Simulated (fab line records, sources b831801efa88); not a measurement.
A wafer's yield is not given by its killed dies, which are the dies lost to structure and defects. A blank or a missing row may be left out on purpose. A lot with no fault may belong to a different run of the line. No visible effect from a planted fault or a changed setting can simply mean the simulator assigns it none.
What tool caused it? ; flow sfqLine ; route of 325 steps, sampled at 1 step: 15 lots, 45 wafers

== WHAT THE GAUGES SHOWED, per wafer ==
The record lacks any reading of a measuring or inspecting step that a usual standard deviation could be used to judge.

== WHICH TOOL RAN EACH LOT (tool, then ch and the chambers of the sampled wafers, then the start) ==
lot;SFQ_TRILAYER_I0_VIA_LITHO_EXPOSE_032
L292;krfScanner-01 ch 0, day 9 06:12
L293;krfScanner-01 ch 0, day 9 13:24
L295;krfScanner-01 ch 0, day 10 09:48
L296;krfScanner-01 ch 0, day 10 12:24
L299;krfScanner-01 ch 0, day 11 08:54
L300;krfScanner-01 ch 0, day 11 14:42
L301;krfScanner-01 ch 0, day 11 19:42
L302;krfScanner-01 ch 0, day 12 00:18
L303;krfScanner-01 ch 0, day 12 08:54
L308;krfScanner-01, day 13 13:01
L309;krfScanner-01, day 13 18:25
L310;krfScanner-01, day 13 23:49
L313;krfScanner-01 ch 0, day 14 19:01
L314;krfScanner-01 ch 0, day 14 21:13
L315;krfScanner-01 ch 0, day 15 05:37
- SFQ_TRILAYER_I0_VIA_LITHO_EXPOSE_032: exposes mask I0, target cd 500 nm.

== AS READ BY THE TOOLS THEMSELVES (means over the sampled wafers that have a number; for cases with no such wafer, the mark the record gives instead) ==
SFQ_TRILAYER_I0_VIA_LITHO_EXPOSE_032.
lot;tool;exposureDoseMJCm2;focusOffsetNm (nm)
L292;krfScanner-01;21.301;0.2
L293;krfScanner-01;21.292;-0.0
L295;krfScanner-01;21.311;0.1
L296;krfScanner-01;21.270;-0.2
L299;krfScanner-01;21.291;0.2
L300;krfScanner-01;21.300;0.6
L301;krfScanner-01;21.301;-0.6
L302;krfScanner-01;21.312;0.1
L303;krfScanner-01;21.317;-0.1
L308;krfScanner-01;-;-
L309;krfScanner-01;-;-
L310;krfScanner-01;-;-
L313;krfScanner-01;21.290;-0.6
L314;krfScanner-01;21.272;-0.8
L315;krfScanner-01;21.308;0.0

== THE ANSWER, worked out from the rows above alone ==
Rule: the usual values come from the lots themselves. The widest of any qualifying gaps counts: lots, ordered by their means at a reading, are off when they make up no more than a third of the lots, leave a main group of 4 or more, and stand apart from it by 3 or more times the standard deviation of that group's means. A main group is skipped when, at the precision printed for the reading in the tables above, its means are all equal. Also off: a lot with no number at a reading for which 4 or more lots have one. The other lots that the step has rows for count as sound. Order of review: gauges by route order, followed by the tools' own readings, for which a lot's mean as printed above is used. At the first step where some lot is off, the reading lying furthest off is the one used; lots without a number count as furthest.
Off: L308, L309, L310 (SFQ_TRILAYER_I0_VIA_LITHO_EXPOSE_032, exposureDoseMJCm2). Without a number there: L308, L309, L310. Mean 21.297 and standard deviation 0.014 in the main group.
A tool fits if, at that step or a process step before it, it ran every lot that is off, and no sound lot after the first of them. Of those tried, none fits.

== WHAT WAS PUT IN BY THE SIMULATOR ==
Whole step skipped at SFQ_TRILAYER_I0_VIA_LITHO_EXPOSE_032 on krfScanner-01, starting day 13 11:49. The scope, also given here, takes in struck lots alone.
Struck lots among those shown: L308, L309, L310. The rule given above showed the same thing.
